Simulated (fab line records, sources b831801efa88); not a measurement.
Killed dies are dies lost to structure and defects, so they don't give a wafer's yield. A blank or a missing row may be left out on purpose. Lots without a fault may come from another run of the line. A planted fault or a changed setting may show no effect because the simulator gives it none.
Which tool did it? | flow gf180mcu | 12 lots, 36 wafers sampled, at 6 steps of a route of 602

WHAT THE GAUGES READ, wafer by wafer
GF_STI_THK_MEAS_02.
lot  | measured    | on            | STI_OXIDATION_THK (nm)
L720 | day 1 11:31 | film_metro-04 | 10.02 9.81 10.02
L721 | day 1 16:31 | film_metro-04 | 10.11 10.25 10.19
L722 | day 1 21:31 | film_metro-02 | 10.08 10.00 10.00
L725 | day 2 12:54 | film_metro-03 | 10.23 10.03 10.35
L726 | day 2 17:31 | film_metro-04 | 10.13 10.28 10.16
L727 | day 2 22:37 | film_metro-04 | 9.92 9.61 10.00
L728 | day 3 04:13 | film_metro-02 | 10.08 10.15 10.06
L732 | day 3 23:32 | film_metro-04 | 9.98 9.96 9.97
L738 | day 5 05:57 | film_metro-02 | 9.97 9.87 10.03
L741 | day 5 20:32 | film_metro-03 | 9.86 9.90 9.79
L742 | day 6 02:07 | film_metro-02 | 10.16 10.20 10.17
L743 | day 6 07:29 | film_metro-03 | 10.14 10.09 10.23

GF_NWELL_OVL_MEAS_07.
lot  | measured    | on         | NWELL_OVL (nm)
L720 | day 3 07:15 | overlay-01 | 0.0 -0.4 -0.4
L721 | day 3 13:36 | overlay-02 | 2.3 1.8 0.0
L722 | day 3 17:00 | overlay-01 | 1.5 0.6 3.0
L725 | day 4 11:52 | overlay-02 | -1.7 0.7 0.8
L726 | day 4 15:27 | overlay-02 | 0.7 0.6 0.2
L727 | day 4 21:22 | overlay-01 | -0.4 -0.7 -1.4
L728 | day 5 02:22 | overlay-02 | 0.8 -1.5 -2.0
L732 | day 5 23:28 | overlay-01 | 1.1 3.6 2.8
L738 | day 7 09:19 | overlay-01 | -1.5 -2.6 -0.1
L741 | day 8 03:17 | overlay-02 | -2.0 -2.5 -1.6
L742 | day 8 08:25 | overlay-02 | -1.8 -0.6 -2.4
L743 | day 8 13:21 | overlay-01 | 0.2 -1.4 0.4

GF_LVPWELL_TW_MEAS_11.
lot  | measured    | on            | LVPWELL_TW
L720 | day 3 20:54 | film_metro-01 | 561 560 559
L721 | day 4 03:21 | film_metro-02 | 559 556 555
L722 | day 4 06:53 | film_metro-03 | 560 560 560
L725 | day 5 02:12 | film_metro-01 | 562 561 561
L726 | day 5 06:05 | film_metro-01 | 640 640 643
L727 | day 5 13:02 | film_metro-02 | 557 559 555
L728 | day 5 17:34 | film_metro-01 | 641 639 642
L732 | day 6 15:08 | film_metro-02 | 552 552 551
L738 | day 8 01:52 | film_metro-02 | 550 552 552
L741 | day 8 21:18 | film_metro-01 | 562 560 560
L742 | day 9 01:43 | film_metro-01 | 558 558 559
L743 | day 9 07:07 | film_metro-02 | 551 553 550

GF_VT_IMPLANT_RS_MEAS_48: measures by four-point-probe.
lot  | measured     | on            | LVPWELL_RS (ohm/sq)
L720 | day 7 12:56  | film_metro-01 | 1196.7 1197.3 1194.9
L721 | day 7 20:05  | film_metro-01 | 1198.7 1196.4 1196.3
L722 | day 8 00:02  | film_metro-02 | 1200.0 1198.2 1197.9
L725 | day 9 01:02  | film_metro-01 | 1199.2 1196.9 1199.1
L726 | day 9 06:20  | film_metro-02 | 931.7 931.5 930.7
L727 | day 9 12:54  | film_metro-01 | 1193.5 1197.5 1193.1
L728 | day 9 17:15  | film_metro-02 | 932.1 934.3 933.3
L732 | day 10 18:19 | film_metro-02 | 1198.2 1198.6 1200.3
L738 | day 12 07:25 | film_metro-01 | 1201.1 1200.6 1200.8
L741 | day 13 05:16 | film_metro-01 | 1195.9 1198.4 1197.7
L742 | day 13 11:30 | film_metro-01 | 1202.8 1199.6 1200.5
L743 | day 13 19:16 | film_metro-02 | 1199.3 1196.1 1193.9

WHICH TOOL RAN EACH LOT (tool, then ch and the chambers of the sampled wafers, then the start)
lot  | GF_STI_STRIP_15                     | GF_LVPWELL_IMPLANT_08
L720 | plasma_asher-02 ch 0,1, day 2 01:29 | implanter-03 ch 0, day 3 20:30
L721 | plasma_asher-01 ch 0,1, day 2 06:13 | implanter-04 ch 0, day 4 02:57
L722 | plasma_asher-04 ch 0,1, day 2 11:53 | implanter-03 ch 0, day 4 06:29
L725 | plasma_asher-02 ch 0,1, day 3 03:47 | implanter-02 ch 0, day 5 01:48
L726 | plasma_asher-02 ch 0,1, day 3 07:52 | implanter-04 ch 0, day 5 05:41
L727 | plasma_asher-04 ch 0,1, day 3 14:20 | implanter-02 ch 0, day 5 12:38
L728 | plasma_asher-01 ch 0,1, day 3 19:15 | implanter-04 ch 0, day 5 17:10
L732 | plasma_asher-01 ch 0,1, day 4 14:55 | implanter-02 ch 0, day 6 14:46
L738 | plasma_asher-01 ch 0,1, day 5 22:40 | implanter-04 ch 0, day 8 01:31
L741 | plasma_asher-01 ch 0,1, day 6 13:53 | implanter-02 ch 0, day 8 20:57
L742 | plasma_asher-04 ch 0,1, day 6 19:22 | implanter-04 ch 0, day 9 01:19
L743 | plasma_asher-04 ch 0,1, day 7 00:40 | implanter-04 ch 0, day 9 06:43
- GF_STI_STRIP_15: strips in O2/N2.
- GF_LVPWELL_IMPLANT_08

WHAT THE TOOLS THEMSELVES READ (means of the sampled wafers that have a number; where no wafer has one, the mark that the record gives instead)
GF_STI_STRIP_15.
lot  | tool            | drypump_motor_current_A (A) | heater_power_w (W) | n2_flow_sccm (sccm) | oes_product_au (a.u.) | strip_time_to_endpoint_s (s)
L720 | plasma_asher-02 | 5.92                        | 318                | 300.3               | 0.383                 | 3.71
L721 | plasma_asher-01 | 5.73                        | 347                | 300.2               | 0.382                 | 3.74
L722 | plasma_asher-04 | 5.78                        | 352                | 299.7               | 0.380                 | 3.66
L725 | plasma_asher-02 | 5.93                        | 355                | 299.5               | 0.384                 | 3.74
L726 | plasma_asher-02 | 5.91                        | 353                | 299.8               | 0.385                 | 3.70
L727 | plasma_asher-04 | 5.80                        | 343                | 300.5               | 0.383                 | 3.79
L728 | plasma_asher-01 | 5.74                        | 349                | 300.7               | 0.382                 | 3.75
L732 | plasma_asher-01 | 5.73                        | 353                | 300.2               | 0.390                 | 3.76
L738 | plasma_asher-01 | 5.75                        | 348                | 300.2               | 0.385                 | 3.70
L741 | plasma_asher-01 | 5.75                        | 342                | 299.0               | 0.385                 | 3.65
L742 | plasma_asher-04 | 5.78                        | 351                | 300.3               | 0.385                 | 3.71
L743 | plasma_asher-04 | 5.77                        | 350                | 299.0               | 0.384                 | 3.72

GF_LVPWELL_IMPLANT_08.
lot  | tool         | dose_ions_cm2 | faraday_current_uA | tilt_deg (degrees)
L720 | implanter-03 | 1.5002e+13    | 84.9               | -0.001
L721 | implanter-04 | 1.5021e+13    | 83.7               | 0.020
L722 | implanter-03 | 1.5001e+13    | 83.7               | -0.017
L725 | implanter-02 | 1.4983e+13    | 85.3               | 0.002
L726 | implanter-04 | 2.4685e+13    | 143.6              | 0.006
L727 | implanter-02 | 1.5023e+13    | 84.9               | 0.003
L728 | implanter-04 | 2.4703e+13    | 140.4              | 0.015
L732 | implanter-02 | 1.4996e+13    | 85.9               | -0.016
L738 | implanter-04 | 1.5001e+13    | 87.7               | 0.002
L741 | implanter-02 | 1.4997e+13    | 83.3               | 0.010
L742 | implanter-04 | 1.4985e+13    | 85.6               | -0.002
L743 | implanter-04 | 1.5020e+13    | 83.2               | -0.008

THE ANSWER, worked out from the rows above alone
Rule: what is usual is taken from the lots themselves. Put in order of their means at a reading, lots are off if they are a third of the lots or fewer, leave a main group of 4 or more, and stand apart from it by a gap of 3 or more times the standard deviation of the main group's means; of several such gaps the widest counts. A main group whose means are all the same, to the digits that the tables above print for the reading, isn't used. A lot without any number at a reading at which 4 lots or more have one is off too. The other lots that the step has rows for count as sound. The gauges are gone through in route order, then the tools' own readings, and for those a lot's mean is taken as printed above. The first step at which some lot is off is used, and at that step the reading that is off furthest; a lot without a number counts as furthest.
Off: L726, L728, at GF_LVPWELL_TW_MEAS_11 (LVPWELL_TW). The main group: mean 557, standard deviation 3.8.
A tool fits if, at a process step before that reading, it ran every lot that is off, and no sound lot after the first of them. The gauges at GF_LVPWELL_TW_MEAS_11 aren't tried: what is off there is off at GF_VT_IMPLANT_RS_MEAS_48 too, on other tools, and a gauge's error can't cause that. None of those tried fits.

WHAT THE SIMULATOR HAD PUT IN
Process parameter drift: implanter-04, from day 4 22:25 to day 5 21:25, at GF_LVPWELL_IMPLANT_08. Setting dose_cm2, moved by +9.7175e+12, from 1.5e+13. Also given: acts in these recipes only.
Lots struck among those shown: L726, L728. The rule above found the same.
